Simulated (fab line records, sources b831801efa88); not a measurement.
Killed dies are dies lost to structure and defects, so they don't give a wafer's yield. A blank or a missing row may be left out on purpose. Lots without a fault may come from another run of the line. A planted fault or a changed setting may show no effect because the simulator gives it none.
Which tool did it? | flow gf180mcu | 12 lots, 36 wafers sampled, at 2 steps of a route of 602

WHAT THE GAUGES READ, wafer by wafer
GF_V3_BOW_MEAS_05.
lot  | measured     | on            | V3_BOW (um)
L075 | day 21 18:59 | film_metro-01 | 112 102 108
L077 | day 22 14:33 | film_metro-03 | 116 112 107
L079 | day 23 12:21 | film_metro-01 | 104 121 118
L081 | day 24 06:22 | film_metro-01 | 102 113 116
L083 | day 24 18:58 | film_metro-01 | 101 91 100
L085 | day 25 11:24 | film_metro-01 | 108 100 112
L087 | day 26 02:55 | film_metro-01 | 117 106 126
L089 | day 26 19:46 | film_metro-02 | 117 102 105
L091 | day 27 06:06 | film_metro-01 | 111 113 108
L093 | day 27 21:17 | film_metro-01 | 118 106 111
L095 | day 28 11:12 | film_metro-01 | 112 94 93
L097 | day 28 23:48 | film_metro-02 | 121 129 119

WHICH TOOL RAN EACH LOT (tool, then ch and the chambers of the sampled wafers, then the start)
lot  | GF_M3_SPUTTER_01
L075 | pvd_sputter-02, day 20 16:52
L077 | pvd_sputter-02, day 21 13:23
L079 | pvd_sputter-01, day 22 11:45
L081 | pvd_sputter-02, day 23 05:47
L083 | pvd_sputter-04, day 23 19:24
L085 | pvd_sputter-04, day 24 12:04
L087 | pvd_sputter-02, day 25 03:40
L089 | pvd_sputter-01, day 25 21:25
L091 | pvd_sputter-01, day 26 08:14
L093 | pvd_sputter-04, day 26 23:53
L095 | pvd_sputter-04, day 27 13:39
L097 | pvd_sputter-01, day 28 02:35
- GF_M3_SPUTTER_01: material TiN, target thk 30 nm, time 25 s.

THE ANSWER, worked out from the rows above alone
Rule: what is usual is taken from the lots themselves. Put in order of their means at a reading, lots are off if they are a third of the lots or fewer, leave a main group of 4 or more, and stand apart from it by a gap of 3 or more times the standard deviation of the main group's means; of several such gaps the widest counts. A main group whose means are all the same, to the digits that the tables above print for the reading, isn't used. A lot without any number at a reading at which 4 lots or more have one is off too. The other lots that the step has rows for count as sound.
No lot is off at any reading shown: from this, nothing can be told.

WHAT THE SIMULATOR HAD PUT IN
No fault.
